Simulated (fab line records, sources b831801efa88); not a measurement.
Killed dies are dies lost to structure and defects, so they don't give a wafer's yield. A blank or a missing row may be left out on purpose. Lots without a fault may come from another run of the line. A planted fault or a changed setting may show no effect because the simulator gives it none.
A struck lot beside a sound one | flow sky130 | 25 steps out of a route of 708
Sound: wafers L453.1, L453.2, L453.5. Struck: wafer L469.4. (L469.1, L469.5 of the same lot were not struck and are left out.) The cause comes at the end.
At each step with rows: each side's tool, then ch and its chambers, then its first start. Under that, the readings that differ: sound wafers | struck wafers | difference of the means | sigmas: that difference in standard deviations of wafers without a fault.
alike: readings whose means differ by less than 2 such deviations, and words and numbers that are the same on both sides. not compared: withheld readings, readings that some wafer has no value for, bounds like >300 that may hide the same value, and numbers for which the record gives no deviation and whose values overlap.
The two part at a step that has a row with sigmas, a row that says differs or no value, or rows on one side only. Numbers that don't overlap but have no deviation are shown without sigmas and don't part them. A reading that every wafer of one side lacks parts them only if that side has two wafers or more.

first, 3 steps without rows for these wafers: SKY_LOCAL_INTERCONNECT_STRIP_16 (strips in post etch residue remover, time 1200 s); SKY_LOCAL_INTERCONNECT_CLEAN_17 (cleans in IPA, time 180 s); SKY_LOCAL_INTERCONNECT_CLEAN_18 (cleans in O3/DIW).
SKY_CONTACT_CVD_00: deposits Si3N4, target thk 75 nm.
  sound on pecvd-02 ch 1,2, day 31 08:07; struck on pecvd-04 ch 2, day 36 03:40
  reading            | sound       | struck | difference | sigmas
  heater_power_w (W) | 634 623 630 | 804    | +175       | +2
  alike: rf_fwd_power_W
SKY_CONTACT_THK_MEAS_01:
  sound on film_metro-04, day 31 08:09; struck on film_metro-02, day 36 03:41
  reading                 | sound          | struck | difference | sigmas
  CONTACT_CVD_00_THK (nm) | 73.0 74.2 75.1 | 76.1   | +2.0       | +3
then, 1 step without rows for these wafers: SKY_CONTACT_HDPCVD_02 (deposits SiO2, target thk 565 nm, time 94.2 s).
SKY_CONTACT_THK_MEAS_03:
  sound on film_metro-01, day 31 08:17; struck on film_metro-04, day 36 03:49
  alike: CONTACT_HDPCVD_THK
SKY_CONTACT_CMP_04: polishes SiO2.
  sound on cmp-02 ch 0,1,3, day 31 08:23; struck on cmp-02 ch 3, day 36 03:53
  alike: motor_current_A, slurry_filter_dp_kPa, time_to_endpoint_s
SKY_CONTACT_BOW_MEAS_05:
  sound on film_metro-02, day 31 08:38; struck on film_metro-02, day 36 04:11
  alike: CONTACT_BOW
then, 3 steps without rows for these wafers: SKY_CONTACT_DEHYDRATE_06 (time 60 s); SKY_CONTACT_HMDS_07 (prime time 60 s); SKY_CONTACT_COAT_08 (resist thk 60 nm).
SKY_CONTACT_COAT_09: resist thk 450 nm.
  sound on litho_track-04 ch 0, day 31 21:00; struck on litho_track-01 ch 0, day 36 17:00
  reading                                        | sound             | struck | difference | sigmas
  model.KrF-thick_of_CONTACT_COAT_09.thk_nm (nm) | 451.2 449.8 449.9 | 468.9  | +18.6      |
  alike: chill_plate_temp_C, dispense_pressure_kPa, resist_line_temp_C
then, 4 steps without rows for these wafers: SKY_CONTACT_SOFTBAKE_10 (time 90 s); SKY_CONTACT_EXPOSE_11 (exposes mask CTM1, target cd 170 nm); SKY_CONTACT_PEB_12; SKY_CONTACT_DEVELOP_13 (develop time 60 s).
SKY_CONTACT_CD_MEAS_14: target cd 170 nm.
  sound on cd_sem-01, day 32 12:05; struck on cd_sem-02, day 37 05:22
  reading    | sound             | struck | difference | sigmas
  cd_nm (nm) | 172.4 171.6 172.5 | 168.8  | -3.4       | -3
SKY_CONTACT_OVL_MEAS_15:
  sound on overlay-02, day 32 12:13; struck on overlay-02, day 37 05:29
  alike: CONTACT_OVL
SKY_CONTACT_ETCH_16: etches BARC in N2/H2, stops on SiO2, time 45.9 s, target depth 60 nm.
  sound on rie_diel-02 ch 0,1,3, day 32 12:14; struck on rie_diel-03 ch 1, day 37 05:31
  reading                     | sound                | struck | difference | sigmas
  drypump_motor_current_A (A) | 6.1 5.9 6.0          | 5.2    | -0.8       | -2
  throttle_valve_pct (%)      | 13.227 13.212 13.213 | 13.239 | +0.022     | +2
  alike: h2_flow_sccm, n2_flow_sccm, oes_product_au, rf_fwd_power_W
  not compared: rf_hours_counter_h
SKY_CONTACT_ETCH_17: etches SiO2 in C4F8/O2/Ar, stops on Si3N4, target depth 340 nm.
  sound on rie_diel-02 ch 0,1,3, day 32 12:17; struck on rie_diel-03 ch 1, day 37 05:34
  alike: oes_product_au, rf_fwd_power_W
SKY_CONTACT_ETCH_18: etches Si3N4 in CHF3/O2, stops on TiN, time 39 s, target depth 75 nm.
  sound on rie_diel-02 ch 0,1,3; struck on rie_diel-03 ch 1
  reading                                        | sound             | struck | difference | sigmas
  drypump_motor_current_A (A)                    | 6.1 5.9 5.9       | 5.2    | -0.8       | -2
  oes_product_au (a.u.)                          | 0.837 0.847 0.844 | 0.857  | +0.014     | +2
  model.KrF-thick_of_CONTACT_COAT_09.thk_nm (nm) | 245.8 245.1 248.1 | 260    | +14        |
  alike: rf_fwd_power_W, throttle_valve_pct
  not compared: rf_hours_counter_h
SKY_CONTACT_STRIP_19: strips in O2/N2.
  sound on plasma_asher-01 ch 0,1, day 32 12:23; struck on plasma_asher-01 ch 1, day 37 05:39
  reading                      | sound          | struck | difference | sigmas
  strip_time_to_endpoint_s (s) | 3.64 3.62 3.68 | 3.79   | +0.14      | +5
  alike: drypump_motor_current_A, n2_flow_sccm, oes_product_au
  not compared: rf_hours_counter_h
then, 1 step without rows for these wafers: SKY_CONTACT_STRIP_20 (strips in post etch residue remover, time 1200 s).
SKY_PAD_OPEN_PROBE_99:
  the record has rows for the sound wafers here (prober-01, day 46 09:52) and none for the struck ones

WHERE THEY PART
First at SKY_CONTACT_CVD_00; last, within this record, at SKY_PAD_OPEN_PROBE_99.

WHY: what the simulator had put in
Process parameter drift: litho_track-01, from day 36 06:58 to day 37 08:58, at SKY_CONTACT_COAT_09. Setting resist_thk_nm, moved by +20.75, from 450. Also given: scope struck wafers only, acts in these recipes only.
